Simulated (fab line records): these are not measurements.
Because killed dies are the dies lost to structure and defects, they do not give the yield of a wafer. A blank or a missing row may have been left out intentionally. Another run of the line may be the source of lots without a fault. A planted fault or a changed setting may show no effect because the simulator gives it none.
Which tool was responsible? / flow sky130 / 39 wafers from 13 lots sampled at 2 of the route's 708 steps

== WHAT EACH GAUGE READ, for each wafer ==
SKY_METAL4_CD_MEAS_13: target cd 300 nm. Usual: cd_nm 300.1 nm, standard deviation 1.5.
lot=L734; measured=day 41 19:19; on=cd_sem-02; cd_nm (nm)=301.0 300.3 298.9; flag=
lot=L735; measured=day 41 20:10; on=cd_sem-01; cd_nm (nm)=299.6 297.0 297.6; flag=
lot=L737; measured=day 43 08:31; on=cd_sem-01; cd_nm (nm)=300.4 301.7 301.2; flag=
lot=L743; measured=day 45 11:15; on=cd_sem-02; cd_nm (nm)=299.0 297.7 298.0; flag=
lot=L744; measured=day 45 13:54; on=cd_sem-02; cd_nm (nm)=299.7 298.7 299.5; flag=
lot=L746; measured=day 45 15:47; on=cd_sem-01; cd_nm (nm)=303.5 303.0 303.2; flag=
lot=L745; measured=day 45 16:07; on=cd_sem-02; cd_nm (nm)=304.2 303.3 303.9; flag=
lot=L747; measured=day 45 16:25; on=cd_sem-01; cd_nm (nm)=300.5 300.5 300.2; flag=
lot=L749; measured=day 46 03:43; on=cd_sem-01; cd_nm (nm)=298.0 297.8 298.6; flag=
lot=L751; measured=day 46 05:08; on=cd_sem-02; cd_nm (nm)=299.5 299.9 300.5; flag=
lot=L753; measured=day 46 18:18; on=cd_sem-02; cd_nm (nm)=298.8 299.8 299.4; flag=
lot=L755; measured=day 48 03:58; on=cd_sem-02; cd_nm (nm)=300.9 299.6 299.0; flag=
lot=L756; measured=day 48 05:07; on=cd_sem-01; cd_nm (nm)=301.1 301.2 299.9; flag=

== WHICH TOOL RAN EACH LOT (tool, then ch and the chambers of the sampled wafers, then the start) ==
lot=L734; SKY_CONTACT_ETCH_18=rie_diel-04 ch 0,1,3, day 31 15:00
lot=L735; SKY_CONTACT_ETCH_18=rie_diel-03 ch 1,2,3, day 31 17:00
lot=L737; SKY_CONTACT_ETCH_18=rie_diel-02 ch 1,2,3, day 33 07:00
lot=L743; SKY_CONTACT_ETCH_18=rie_diel-02 ch 0,2, day 35 20:00
lot=L744; SKY_CONTACT_ETCH_18=rie_diel-03 ch 0,1, day 36 00:00
lot=L746; SKY_CONTACT_ETCH_18=rie_diel-04 ch 1,2, day 36 00:00
lot=L745; SKY_CONTACT_ETCH_18=rie_diel-02 ch 0,1,3, day 36 02:00
lot=L747; SKY_CONTACT_ETCH_18=rie_diel-04 ch 1,2,3, day 36 02:00
lot=L749; SKY_CONTACT_ETCH_18=rie_diel-03 ch 0,1,2, day 36 17:00
lot=L751; SKY_CONTACT_ETCH_18=rie_diel-04 ch 0,2, day 36 23:00
lot=L753; SKY_CONTACT_ETCH_18=rie_diel-03 ch 0,3, day 37 13:00
lot=L755; SKY_CONTACT_ETCH_18=rie_diel-03 ch 0,2,3, day 39 09:00
lot=L756; SKY_CONTACT_ETCH_18=rie_diel-02 ch 0,1,3, day 39 09:00
- SKY_CONTACT_ETCH_18: etches Si3N4 in CHF3/O2, stops on TiN, time 39 s, target depth 75 nm.

== WHAT THE TOOLS THEMSELVES READ (means of the sampled wafers that have a number; where no wafer has one, the mark that the record gives instead) ==
SKY_CONTACT_ETCH_18. Usual: chamber_pressure_mTorr 40.00 mTorr, standard deviation 0.044; drypump_motor_current_A 5.6 A, standard deviation 0.52; oes_product_au 0.851 a.u., standard deviation 0.0088; throttle_valve_pct 8.794 %, standard deviation 0.0097.
lot=L734; tool=rie_diel-04; chamber_pressure_mTorr (mTorr)=39.97; drypump_motor_current_A (A)=5.3; oes_product_au (a.u.)=0.850; throttle_valve_pct (%)=8.801; flag=
lot=L735; tool=rie_diel-03; chamber_pressure_mTorr (mTorr)=40.00; drypump_motor_current_A (A)=5.7; oes_product_au (a.u.)=0.847; throttle_valve_pct (%)=8.793; flag=
lot=L737; tool=rie_diel-02; chamber_pressure_mTorr (mTorr)=40.01; drypump_motor_current_A (A)=5.4; oes_product_au (a.u.)=0.862; throttle_valve_pct (%)=8.796; flag=
lot=L743; tool=rie_diel-02; chamber_pressure_mTorr (mTorr)=40.00; drypump_motor_current_A (A)=5.4; oes_product_au (a.u.)=0.846; throttle_valve_pct (%)=8.799; flag=
lot=L744; tool=rie_diel-03; chamber_pressure_mTorr (mTorr)=39.99; drypump_motor_current_A (A)=5.3; oes_product_au (a.u.)=0.851; throttle_valve_pct (%)=8.788; flag=
lot=L746; tool=rie_diel-04; chamber_pressure_mTorr (mTorr)=40.01; drypump_motor_current_A (A)=6.1; oes_product_au (a.u.)=0.856; throttle_valve_pct (%)=8.793; flag=
lot=L745; tool=rie_diel-02; chamber_pressure_mTorr (mTorr)=40.02; drypump_motor_current_A (A)=6.0; oes_product_au (a.u.)=0.852; throttle_valve_pct (%)=8.797; flag=
lot=L747; tool=rie_diel-04; chamber_pressure_mTorr (mTorr)=39.99; drypump_motor_current_A (A)=5.8; oes_product_au (a.u.)=0.848; throttle_valve_pct (%)=8.787; flag=
lot=L749; tool=rie_diel-03; chamber_pressure_mTorr (mTorr)=40.00; drypump_motor_current_A (A)=5.6; oes_product_au (a.u.)=0.848; throttle_valve_pct (%)=8.788; flag=
lot=L751; tool=rie_diel-04; chamber_pressure_mTorr (mTorr)=40.01; drypump_motor_current_A (A)=5.3; oes_product_au (a.u.)=0.842; throttle_valve_pct (%)=8.781; flag=
lot=L753; tool=rie_diel-03; chamber_pressure_mTorr (mTorr)=40.00; drypump_motor_current_A (A)=6.0; oes_product_au (a.u.)=0.854; throttle_valve_pct (%)=8.791; flag=
lot=L755; tool=rie_diel-03; chamber_pressure_mTorr (mTorr)=40.00; drypump_motor_current_A (A)=5.9; oes_product_au (a.u.)=0.857; throttle_valve_pct (%)=8.801; flag=
lot=L756; tool=rie_diel-02; chamber_pressure_mTorr (mTorr)=40.00; drypump_motor_current_A (A)=6.0; oes_product_au (a.u.)=0.848; throttle_valve_pct (%)=8.795; flag=

== THE ANSWER, worked out from the rows above alone ==
Rule: a lot is off if the mean of its wafers that have a number lies more than 3 standard deviations from the usual mean. Also off: a lot with no number at a reading for which 4 or more lots have one. All remaining lots with rows at the step are treated as sound. Order of review: gauges by route order, followed by the tools' own readings, for which a lot's mean as printed above is used. The first step at which some lot is off is used, and at that step the reading that is off furthest; a lot without a number counts as furthest.
Nothing can be told from this: no lot is off at any reading shown.

== WHAT THE SIMULATOR PUT IN ==
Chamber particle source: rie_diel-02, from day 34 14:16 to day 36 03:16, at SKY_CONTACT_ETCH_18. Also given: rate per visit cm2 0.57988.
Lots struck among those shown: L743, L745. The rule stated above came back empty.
